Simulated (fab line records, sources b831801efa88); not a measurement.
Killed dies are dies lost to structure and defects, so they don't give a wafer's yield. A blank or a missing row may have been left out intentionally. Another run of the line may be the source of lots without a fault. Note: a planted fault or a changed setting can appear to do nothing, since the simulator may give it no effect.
Code-filled problem report in 8D (eight disciplines) form ; flow sky130 ; the parts of the form that need people (team, actions taken, sign-off) are left out

1. WHAT IS WRONG
A mean of 3.96 s is read at SKY_LI_CONTACT_STRIP_16 for strip-time-to-endpoint-s, taken on 1 wafer of 1 lot, against 3.50 s (standard deviation 0.047) on wafers free of any fault. That is +9.8 standard deviations from the usual mean.
The step: strips in O2/N2.
Seen first at day 34 12:31 on plasma-asher-02, wafer L433.5. The record has a number at this step for 36 wafers belonging to 12 lots. The rule behind "out" and "out of limits": a value lying over 4 standard deviations away from the usual mean. The other wafers with a number count as sound.

2. WHAT IT IS, WHAT IT ISN'T
question;is;is not
which readings at this step;strip-time-to-endpoint-s, oes-product-au;drypump-motor-current-A, o2-flow-sccm
which lots;L433;L417, L419, L420, L422, L423, L424, L426, L427, L432, L437, L440
which wafers of those lots;L433.5;L433.2, L433.3
read on which tools;plasma-asher-02;plasma-asher-03
when;from day 34 12:31;"up to then (29 sound wafers); but 6 sound wafers of L437, L440 came after"

3. THE SUSPECTS, EACH WITH WHAT RULES IT OUT
Counting: if a tool at a process step up to the reading ran every lot that is out, it stays a suspect. Sound lots after the first of them don't rule it out here, since some wafers of a struck lot are sound.
- rie-diel-02 at SKY_LI_CONTACT_ETCH_14 (etches BARC in N2/H2, stops on SiO2, time 45.9 s, target depth 60 nm): kept. It processed L433, the lot that is out, at day 34 12:23, and its most recent sound lot before then was L427 at day 32 15:11.
- rie-diel-02 at SKY_LI_CONTACT_ETCH_15 (etches PSG in C4F8/O2/Ar, stops on Si, target depth 600 nm): kept. It processed L433, the lot that is out, at day 34 12:25, and its most recent sound lot before then was L427 at day 32 15:13.
- plasma-asher-02 at SKY_LI_CONTACT_STRIP_16 (strips in O2/N2): kept. It processed L433, the lot that is out, at day 34 12:31, and its most recent sound lot before then was L432 at day 34 06:32. Out on those wafers are its own readings of oes-product-au, strip-time-to-endpoint-s.
- In rie-diel-02 at SKY_LI_CONTACT_ETCH_14, the wafers that are out were processed in chamber 0 and their sound lot-mates in chambers 2, 3.
- In rie-diel-02 at SKY_LI_CONTACT_ETCH_15, the wafers that are out were processed in chamber 0 and their sound lot-mates in chambers 2, 3.
Still standing after the count: rie-diel-02 at SKY_LI_CONTACT_ETCH_14, rie-diel-02 at SKY_LI_CONTACT_ETCH_15, plasma-asher-02 at SKY_LI_CONTACT_STRIP_16.

4. THE CAUSE (what the simulator had put in)
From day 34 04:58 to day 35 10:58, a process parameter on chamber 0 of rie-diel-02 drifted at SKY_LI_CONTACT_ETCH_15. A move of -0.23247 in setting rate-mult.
Counting left 3 suspects, and this tool is among them.

5. THE CHAIN OF EFFECTS, in route order
Rows list readings where the struck wafers' mean (over those with a number) sits beyond 3 standard deviations from the usual. Only readings for which the record gives a usual standard deviation are gone through. hours: the time from each lot's start at the first step in this table that gives one to its start at this step, as a median over the lots. sigmas: the change in usual standard deviations.
hours;step;reading;usual;on struck wafers;change;sigmas
0;SKY_LI_CONTACT_STRIP_16;oes-product-au;0.376 a.u.;0.398;+0.022;+4.8
0;SKY_LI_CONTACT_STRIP_16;strip-time-to-endpoint-s;3.50 s;3.96;+0.46;+9.8
364;SKY_PAD_OPEN_PROBE_99;killed-at-contacts;24;47;+23;+4.3
364;SKY_PAD_OPEN_PROBE_99;killed-dies;85;112;+27;+3.1
Process steps it contains:
- SKY_LI_CONTACT_STRIP_16: strips in O2/N2.
- SKY_PAD_OPEN_PROBE_99

6. WHAT WOULD HAVE CAUGHT IT SOONER
First out-of-limits reading in this record: day 34 12:31, which is 8 hours after fault onset at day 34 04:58.
No tool reading at SKY_LI_CONTACT_ETCH_15 that has a usual standard deviation in the record was out on any struck wafer, so an alarm limit of 4 standard deviations on those readings would not have fired.
Each of the lots that are out, 1 in all, had begun SKY_LI_CONTACT_ETCH_15 on rie-diel-02 no later than day 34 12:31. Tool hold at that time: it would have spared none of them.
